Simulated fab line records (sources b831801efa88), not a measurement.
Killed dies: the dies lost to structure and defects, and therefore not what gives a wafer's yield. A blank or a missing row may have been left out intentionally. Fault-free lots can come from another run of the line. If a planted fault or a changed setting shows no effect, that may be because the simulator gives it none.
What tool caused it?    flow sky130    11 lots, 33 wafers sampled, at 6 steps of a route of 708

== WHAT EACH GAUGE READ, for each wafer ==
SKY_SD_N_RS_MEAS_17: a four-point-probe measurement.
lot   measured      on             SD_P_RS (ohm/sq)
L931  day 28 01:47  film-metro-03  147.1 146.9 146.8
L932  day 28 11:46  film-metro-04  146.8 146.8 146.6
L933  day 29 00:17  film-metro-01  147.0 147.4 147.5
L936  day 30 09:53  film-metro-04  147.6 146.6 147.3
L938  day 31 08:30  film-metro-01  147.3 146.9 147.1
L944  day 33 01:13  film-metro-01  147.5 147.2 147.3
L946  day 33 10:47  film-metro-04  147.0 147.1 147.5
L947  day 33 15:56  film-metro-03  147.5 146.9 146.8
L950  day 34 14:50  film-metro-04  146.6 147.1 147.2
L953  day 35 23:19  film-metro-03  147.5 147.1 147.2
L952  day 35 23:55  film-metro-04  146.6 146.9 147.0

SKY_SD_N_RS_MEAS_18: a four-point-probe measurement.
lot   measured      on             RES_XHIGH_RS (ohm/sq)
L931  day 28 01:55  film-metro-03  336.4 335.8 335.2
L932  day 28 11:53  film-metro-04  335.4 334.0 334.4
L933  day 29 00:25  film-metro-01  332.4 332.9 331.5
L936  day 30 10:01  film-metro-04  335.4 336.3 334.6
L938  day 31 08:37  film-metro-01  333.4 333.0 335.1
L944  day 33 01:20  film-metro-01  332.0 332.3 333.3
L946  day 33 10:55  film-metro-04  333.2 332.3 333.4
L947  day 33 16:04  film-metro-03  333.8 333.9 333.0
L950  day 34 14:58  film-metro-04  333.6 334.0 332.9
L953  day 35 23:26  film-metro-03  332.0 333.5 332.9
L952  day 36 00:02  film-metro-04  332.4 332.8 332.4

SKY_LI_CONTACT_THK_MEAS_01.
lot   measured      on             LI_CONTACT_HDPCVD_THK (nm)
L931  day 28 02:08  film-metro-04  905 940 950
L932  day 28 12:07  film-metro-03  936 918 931
L933  day 29 00:38  film-metro-04  922 955 923
L936  day 30 10:15  film-metro-01  926 914 900
L938  day 31 08:51  film-metro-03  946 939 928
L944  day 33 01:34  film-metro-01  939 928 928
L946  day 33 11:09  film-metro-01  928 912 929
L947  day 33 16:18  film-metro-04  932 928 935
L950  day 34 15:12  film-metro-04  926 926 922
L953  day 35 23:39  film-metro-01  920 919 920
L952  day 36 00:17  film-metro-01  926 922 923

SKY_LOCAL_INTERCONNECT_RS_MEAS_01: a four-point-probe measurement.
lot   measured      on             LOCAL_INTERCONNECT_TIN_RS (ohm/sq)
L931  day 29 08:20  film-metro-02  14.35 14.19 13.92
L932  day 29 17:20  film-metro-02  14.37 14.16 14.12
L933  day 30 06:39  film-metro-01  14.16 13.79 13.72
L936  day 31 18:02  film-metro-02  13.99 13.80 14.08
L938  day 32 15:08  film-metro-02  14.43 14.06 14.17
L944  day 34 06:19  film-metro-04  14.21 14.31 14.41
L946  day 34 15:31  film-metro-01  11.07 14.09 14.11
L947  day 34 20:07  film-metro-02  13.97 14.31 11.12
L950  day 35 19:42  film-metro-04  13.82 14.08 14.04
L953  day 37 04:05  film-metro-02  14.17 14.22 14.25
L952  day 37 04:21  film-metro-01  14.48 14.44 14.69

SKY_LOCAL_INTERCONNECT_THK_MEAS_02: measures by xrf.
lot   measured      on             LOCAL_INTERCONNECT_TIN_THK (nm)
L931  day 29 08:26  film-metro-02  96.9 98.0 100.0
L932  day 29 17:27  film-metro-02  96.7 98.4 98.8
L933  day 30 06:46  film-metro-01  98.9 101.4 101.8
L936  day 31 18:10  film-metro-02  99.8 100.8 99.2
L938  day 32 15:14  film-metro-02  96.6 99.3 98.7
L944  day 34 06:26  film-metro-04  98.6 98.0 97.7
L946  day 34 15:38  film-metro-01  125.6 99.8 99.9
L947  day 34 20:14  film-metro-02  98.9 97.2 123.3
L950  day 35 19:49  film-metro-04  100.4 98.6 98.9
L953  day 37 04:11  film-metro-02  98.6 98.4 98.3
L952  day 37 04:28  film-metro-01  97.3 97.4 96.0

== TOOL THAT RAN EACH LOT (tool first, then ch and the chambers of the sampled wafers, then the start) ==
lot   SKY_LOCAL_INTERCONNECT_SPUTTER_00
L931  pvd-sputter-04, day 29 08:14
L932  pvd-sputter-04, day 29 17:16
L933  pvd-sputter-01, day 30 06:34
L936  pvd-sputter-04, day 31 17:58
L938  pvd-sputter-01, day 32 15:02
L944  pvd-sputter-04, day 34 06:14
L946  pvd-sputter-04, day 34 15:28
L947  pvd-sputter-04, day 34 20:04
L950  pvd-sputter-02, day 35 19:38
L953  pvd-sputter-02, day 37 03:59
L952  pvd-sputter-01, day 37 04:17
- SKY_LOCAL_INTERCONNECT_SPUTTER_00: material TiN, target thk 100 nm, time 83.3 s.

== AS READ BY THE TOOLS THEMSELVES (means over the sampled wafers that have a number; for cases with no such wafer, the mark the record gives instead) ==
SKY_LOCAL_INTERCONNECT_SPUTTER_00.
lot   tool            throttle-valve-pct (%)
L931  pvd-sputter-04  30.0
L932  pvd-sputter-04  29.9
L933  pvd-sputter-01  30.1
L936  pvd-sputter-04  30.1
L938  pvd-sputter-01  29.7
L944  pvd-sputter-04  30.6
L946  pvd-sputter-04  30.8
L947  pvd-sputter-04  30.6
L950  pvd-sputter-02  28.8
L953  pvd-sputter-02  28.7
L952  pvd-sputter-01  29.4

== THE ANSWER, worked out from the rows above alone ==
Rule: usual is defined by the lots themselves. The widest of any qualifying gaps counts: lots, ordered by their means at a reading, are off when they make up no more than a third of the lots, leave a main group of 4 or more, and stand apart from it by 3 or more times the standard deviation of that group's means. A main group is skipped when, at the precision printed for the reading in the tables above, its means are all equal. A lot without any number at a reading at which 4 lots or more have one is off too. Where the step has rows for the other lots, those lots are counted as sound. The gauges are gone through in route order, then the tools' own readings, and for those a lot's mean is taken as printed above. At the first step where some lot is off, the reading lying furthest off is the one used; lots without a number count as furthest.
Off: L946, L947, at SKY_LOCAL_INTERCONNECT_RS_MEAS_01 (LOCAL_INTERCONNECT_TIN_RS). The main group has a mean of 14.16 ohm/sq with a standard deviation of 0.19.
A tool fits if, at a process step before that reading, it ran every lot that is off, and no sound lot after the first of them. The gauges at SKY_LOCAL_INTERCONNECT_RS_MEAS_01 are tried like those tools. One fits: pvd-sputter-04 at SKY_LOCAL_INTERCONNECT_SPUTTER_00. Its last sound lot is L944 (day 34 06:14), its first lot that is off L946 (day 34 15:28): a fault that began between those two fits.

== WHAT THE SIMULATOR HAD PUT IN ==
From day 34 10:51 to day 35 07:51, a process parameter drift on pvd-sputter-04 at SKY_LOCAL_INTERCONNECT_SPUTTER_00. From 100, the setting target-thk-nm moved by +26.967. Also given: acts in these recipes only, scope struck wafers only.
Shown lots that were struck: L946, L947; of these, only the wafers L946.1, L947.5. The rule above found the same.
